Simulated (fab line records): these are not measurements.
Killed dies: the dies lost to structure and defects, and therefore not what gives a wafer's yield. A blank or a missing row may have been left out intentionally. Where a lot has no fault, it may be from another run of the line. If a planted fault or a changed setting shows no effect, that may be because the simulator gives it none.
Which tool was responsible?	flow gf180mcu	14 lots, 42 wafers sampled, at 5 steps of a route of 602

WHAT THE GAUGES READ, wafer by wafer
GF_POLY_GATE_CD_MEAS_10 targets a cd of 280 nm.
lot	measured	on	cdNm (nm)
L105	day 9 04:16	cdSem-02	278.0 279.8 279.1
L106	day 9 14:26	cdSem-01	280.5 280.2 281.7
L107	day 9 22:47	cdSem-02	279.8 280.9 280.5
L108	day 10 05:17	cdSem-01	278.3 278.6 278.3
L109	day 10 15:36	cdSem-02	278.6 279.4 278.5
L111	day 11 00:41	cdSem-01	281.1 280.6 280.0
L112	day 11 05:24	cdSem-01	279.1 279.9 279.4
L114	day 11 18:54	cdSem-01	278.1 279.0 278.7
L119	day 13 08:05	cdSem-01	281.0 281.6 281.3
L121	day 13 21:10	cdSem-01	279.5 280.4 280.1
L122	day 14 08:01	cdSem-02	282.3 281.7 281.5
L124	day 14 20:19	cdSem-02	280.6 280.0 280.6
L125	day 15 04:49	cdSem-02	281.5 280.8 281.2
L128	day 16 08:04	cdSem-02	278.7 278.8 278.7

GF_HV_LDD_OVL_MEAS_20.
lot	measured	on	HV_LDD_01_OVL (nm)
L105	day 10 18:22	overlay-01	1.4 2.9 0.5
L106	day 11 04:10	overlay-01	-1.6 -1.1 0.0
L107	day 11 13:22	overlay-01	0.9 0.7 0.6
L108	day 11 21:01	overlay-02	0.7 2.2 0.5
L109	day 12 07:53	overlay-02	-1.3 -0.6 -0.3
L111	day 12 18:55	overlay-01	-0.6 -0.1 -1.9
L112	day 12 22:29	overlay-01	1.6 1.3 1.0
L114	day 13 11:55	overlay-01	1.0 2.1 0.3
L119	day 15 04:58	overlay-02	3.0 1.6 2.5
L121	day 15 18:31	overlay-01	-1.2 -1.0 0.1
L122	day 16 06:57	overlay-02	1.5 0.3 2.6
L124	day 16 18:56	overlay-01	1.0 1.0 1.3
L125	day 17 04:31	overlay-02	1.5 0.4 -0.7
L128	day 18 09:25	overlay-02	1.4 1.3 1.7

GF_HV_LDD_TW_MEAS_23.
lot	measured	on	HV_LDD_2_TW
L105	day 10 18:39	filmMetro-01	1053 1060 1059
L106	day 11 04:28	filmMetro-01	1055 1056 1061
L107	day 11 13:38	filmMetro-04	1063 1064 1059
L108	day 11 21:17	filmMetro-04	1063 1062 1060
L109	day 12 08:10	filmMetro-01	1060 1062 1063
L111	day 12 19:13	filmMetro-03	1065 1059 1059
L112	day 12 22:46	filmMetro-04	1069 1062 1060
L114	day 13 12:12	filmMetro-03	1060 1059 1057
L119	day 15 05:16	filmMetro-04	999 998 1000
L121	day 15 18:48	filmMetro-04	1061 1063 1068
L122	day 16 07:14	filmMetro-01	999 1003 997
L124	day 16 19:13	filmMetro-03	1057 1064 1057
L125	day 17 04:48	filmMetro-03	1052 1053 1054
L128	day 18 09:42	filmMetro-03	1064 1059 1062

WHICH TOOL RAN EACH LOT (tool, then ch and the chambers of the sampled wafers, then the start)
lot	GF_VT_IMPLANT_RTA_45	GF_HV_LDD_IMPLANT_21
L105	rtpAnneal-02 ch 0, day 7 15:07	implanter-01 ch 0, day 10 18:26
L106	rtpAnneal-02 ch 0, day 7 20:08	implanter-01 ch 0, day 11 04:13
L107	rtpAnneal-02 ch 0, day 8 02:26	implanter-04 ch 0, day 11 13:23
L108	rtpAnneal-01 ch 0, day 8 11:54	implanter-02 ch 0, day 11 21:02
L109	rtpAnneal-02 ch 0, day 8 18:46	implanter-04 ch 0, day 12 07:56
L111	rtpAnneal-02 ch 0, day 9 04:56	implanter-04 ch 0, day 12 18:58
L112	rtpAnneal-02 ch 0, day 9 12:08	implanter-01 ch 0, day 12 22:31
L114	rtpAnneal-02 ch 0, day 10 00:28	implanter-01 ch 0, day 13 11:58
L119	rtpAnneal-01 ch 0, day 11 10:20	implanter-04 ch 0, day 15 05:01
L121	rtpAnneal-02 ch 0, day 11 23:24	implanter-02 ch 0, day 15 18:34
L122	rtpAnneal-01 ch 0, day 12 09:07	implanter-04 ch 0, day 16 07:01
L124	rtpAnneal-01 ch 0, day 12 22:19	implanter-01 ch 0, day 16 18:59
L125	rtpAnneal-02 ch 0, day 13 05:49	implanter-02 ch 0, day 17 04:35
L128	rtpAnneal-01 ch 0, day 14 05:23	implanter-02 ch 0, day 18 09:28
- GF_VT_IMPLANT_RTA_45: time 30 s.
- GF_HV_LDD_IMPLANT_21

AS READ BY THE TOOLS THEMSELVES (means over the sampled wafers that have a number; for cases with no such wafer, the mark the record gives instead)
GF_VT_IMPLANT_RTA_45.
lot	tool	lampPowerPct (%)	wafer_temp_C_max
L105	rtpAnneal-02	35.3	1052.6
L106	rtpAnneal-02	35.3	1053.1
L107	rtpAnneal-02	35.3	1053.1
L108	rtpAnneal-01	31.7	1053.4
L109	rtpAnneal-02	35.3	1053.3
L111	rtpAnneal-02	35.3	1052.6
L112	rtpAnneal-02	35.3	1053.5
L114	rtpAnneal-02	35.4	1052.0
L119	rtpAnneal-01	31.7	1053.1
L121	rtpAnneal-02	35.3	1053.2
L122	rtpAnneal-01	31.7	1053.1
L124	rtpAnneal-01	31.7	1053.8
L125	rtpAnneal-02	35.3	1053.0
L128	rtpAnneal-01	31.7	1052.7

GF_HV_LDD_IMPLANT_21.
lot	tool	beamEnergyKeV	faradayCurrentUA
L105	implanter-01	24.987	280
L106	implanter-01	24.998	278
L107	implanter-04	24.990	279
L108	implanter-02	24.995	281
L109	implanter-04	24.993	279
L111	implanter-04	25.004	282
L112	implanter-01	24.995	282
L114	implanter-01	24.997	286
L119	implanter-04	19.990	288
L121	implanter-02	25.003	280
L122	implanter-04	19.998	281
L124	implanter-01	25.004	283
L125	implanter-02	25.012	290
L128	implanter-02	24.994	284

THE ANSWER, worked out from the rows above alone
Rule: usual is defined by the lots themselves. Put in order of their means at a reading, lots are off if they are a third of the lots or fewer, leave a main group of 4 or more, and stand apart from it by a gap of 3 or more times the standard deviation of the main group's means; of several such gaps the widest counts. If all means in a main group match to the digits the tables above print for the reading, that group is not used. Also off: a lot with no number at a reading for which 4 or more lots have one. Where the step has rows for the other lots, those lots are counted as sound. First the gauges in route order, then the tools' own readings, where a lot's mean is used as printed above. The first step at which some lot is off is used, and at that step the reading that is off furthest; a lot without a number counts as furthest.
Off: at GF_HV_LDD_TW_MEAS_23 (HV_LDD_2_TW), L119, L122. For the main group the mean is 1060 and the standard deviation 3.
A tool fits if, at a process step before that reading, it ran every lot that is off, and no sound lot after the first of them. The gauges at GF_HV_LDD_TW_MEAS_23 aren't tried: what is off there is off at GF_HV_LDD_IMPLANT_21 too, on other tools, and a gauge's error can't cause that. One fits: GF_HV_LDD_IMPLANT_21 on implanter-04. Its last sound lot is L111 (day 12 18:58), its first lot that is off L119 (day 15 05:01): a fault that began between those two fits.
On the lots that are off, the tool's own readings at GF_HV_LDD_IMPLANT_21 differ by more than 5 times the standard deviation of the sound lots' means, which bears it out; beamEnergyKeV reads 19.994 there versus 24.998 on the sound lots.

WHAT THE SIMULATOR HAD INSERTED
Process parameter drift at GF_HV_LDD_IMPLANT_21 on implanter-04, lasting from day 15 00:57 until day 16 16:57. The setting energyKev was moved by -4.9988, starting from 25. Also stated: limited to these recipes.
Shown lots that were struck: L119, L122. The rule given above showed the same thing.
